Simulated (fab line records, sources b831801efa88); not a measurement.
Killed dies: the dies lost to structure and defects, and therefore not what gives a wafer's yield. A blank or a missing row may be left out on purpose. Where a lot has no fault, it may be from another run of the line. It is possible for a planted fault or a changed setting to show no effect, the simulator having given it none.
Split-lot trial + flow sky130 + on a route of 708 steps: 5 lots, 23 wafers read

== SPLIT DETAILS ==
At SKY_DNWELL_COAT_02 (resist thk 3000 nm), the setting spin rpm was moved away from the recipe's 2000 rpm on 10 of the 23 wafers read, by -6.7% to +4.0%. All remaining wafers had this setting at the recipe value.

The reading comes from the split's own step.

== THE READING ==
coat_of_DNWELL_COAT_02.thk nm (the simulator's own value, which no gauge read), in nm, at SKY_DNWELL_COAT_02 (resist thk 3000 nm). The file does not state a usual value for it. Across the 13 wafers here that went through the recipe, the average is 2996 nm and the standard deviation 6.3 nm.

| wafer  | tool, chamber at the split | spin rpm as run, rpm | against the recipe | coat_of_DNWELL_COAT_02.thk nm, nm | against lot-mates on the recipe |
|--------|----------------------------|----------------------|--------------------|-----------------------------------|---------------------------------|
| L074.1 | litho track-01, 0          | 2000                 | recipe             | 3003                              | -                               |
| L074.2 | litho track-01, 0          | 2080                 | +4.0%              | 2938                              | -59                             |
| L074.3 | litho track-01, 0          | 2000                 | recipe             | 2996                              | -                               |
| L074.4 | litho track-01, 0          | 2000                 | recipe             | 2992                              | -                               |
| L074.6 | litho track-01, 0          | 2080                 | +4.0%              | 2945                              | -52                             |
| L077.1 | litho track-03, 0          | 2000                 | recipe             | 2988                              | -                               |
| L077.2 | litho track-03, 0          | 2054                 | +2.7%              | 2948                              | -45                             |
| L077.4 | litho track-03, 0          | 2054                 | +2.7%              | 2960                              | -33                             |
| L077.5 | litho track-03, 0          | 2000                 | recipe             | 2998                              | -                               |
| L077.6 | litho track-03, 0          | 2054                 | +2.7%              | 2952                              | -41                             |
| L081.1 | litho track-01, 0          | 1867                 | -6.7%              | 3113                              | +113                            |
| L081.2 | litho track-01, 0          | 2000                 | recipe             | 2989                              | -                               |
| L081.3 | litho track-01, 0          | 2000                 | recipe             | 3007                              | -                               |
| L081.4 | litho track-01, 0          | 1867                 | -6.7%              | 3100                              | +100                            |
| L081.5 | litho track-01, 0          | 2000                 | recipe             | 3004                              | -                               |
| L084.2 | litho track-04, 0          | 2000                 | recipe             | 3003                              | -                               |
| L084.3 | litho track-04, 0          | 1886                 | -5.7%              | 3084                              | +86                             |
| L084.4 | litho track-04, 0          | 1886                 | -5.7%              | 3081                              | +84                             |
| L084.5 | litho track-04, 0          | 2000                 | recipe             | 2992                              | -                               |
| L084.6 | litho track-04, 0          | 1886                 | -5.7%              | 3094                              | +96                             |
| L085.1 | litho track-03, 0          | 2000                 | recipe             | 2988                              | -                               |
| L085.3 | litho track-03, 0          | 2000                 | recipe             | 2995                              | -                               |
| L085.6 | litho track-03, 0          | 2000                 | recipe             | 2992                              | -                               |

THE FIT
A straight line over all 23 wafers: coat_of_DNWELL_COAT_02.thk nm changes by -15.8 nm for each +1% of spin rpm; r = -0.99; the points scatter about the line by 6.8 nm.
The same after taking each lot's own level away (the mean of its wafers on the recipe; 23 wafers): -15.4 nm for each +1%; r = -0.99; scatter 6 nm.
The reading moves by 1e+02 nm for the largest change in spin rpm, on that fit.
Across the lots, their own levels run from 2991.7 to 3000.0 nm, a range of 1.3 times the standard deviation given above.
The two slopes agree, so the slope changes little with the lot-to-lot level.
Check: with one of the wafers moved furthest among these (-6.7%) left out of the fit, the line predicts +101 nm for it against its lot-mates. It came out at +113 nm against them.

== OTHER SPLITS APPLIED TO THESE WAFERS ==
Note: prior to the reading, these wafers also went through further splits. Each is held against what the fit with the lots' levels taken away leaves over:
| other split on the same wafers   | wafers away from the commonest value | r with coat_of_DNWELL_COAT_02.thk nm (lot level and that fit taken away) |
|----------------------------------|--------------------------------------|--------------------------------------------------------------------------|
| SKY_FIELD_ISO_CVD_03 time s      | 18                                   | +0.05                                                                    |
| SKY_FIELD_ISO_SOFTBAKE_09 temp c | 5                                    | -0.20                                                                    |

== THE WHOLE CHAIN: every reading that the file lists as answering this split, in the file's order ==
| step                | what it does       | reading                                                                        | change (the file's fit)              | r (the file's) |
|---------------------|--------------------|--------------------------------------------------------------------------------|--------------------------------------|----------------|
| SKY_DNWELL_COAT_02  | resist thk 3000 nm | coat_of_DNWELL_COAT_02.thk nm (the simulator's own value, which no gauge read) | -15.5 nm for each +1% of the setting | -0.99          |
| SKY_DNWELL_STRIP_08 | strips in O2/N2    | strip time to endpoint s                                                       | withheld for each +1% of the setting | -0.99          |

== THE FILE'S OWN FIT ==
coat_of_DNWELL_COAT_02.thk nm changes by -15.5 nm for each +1% of spin rpm, r = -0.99.
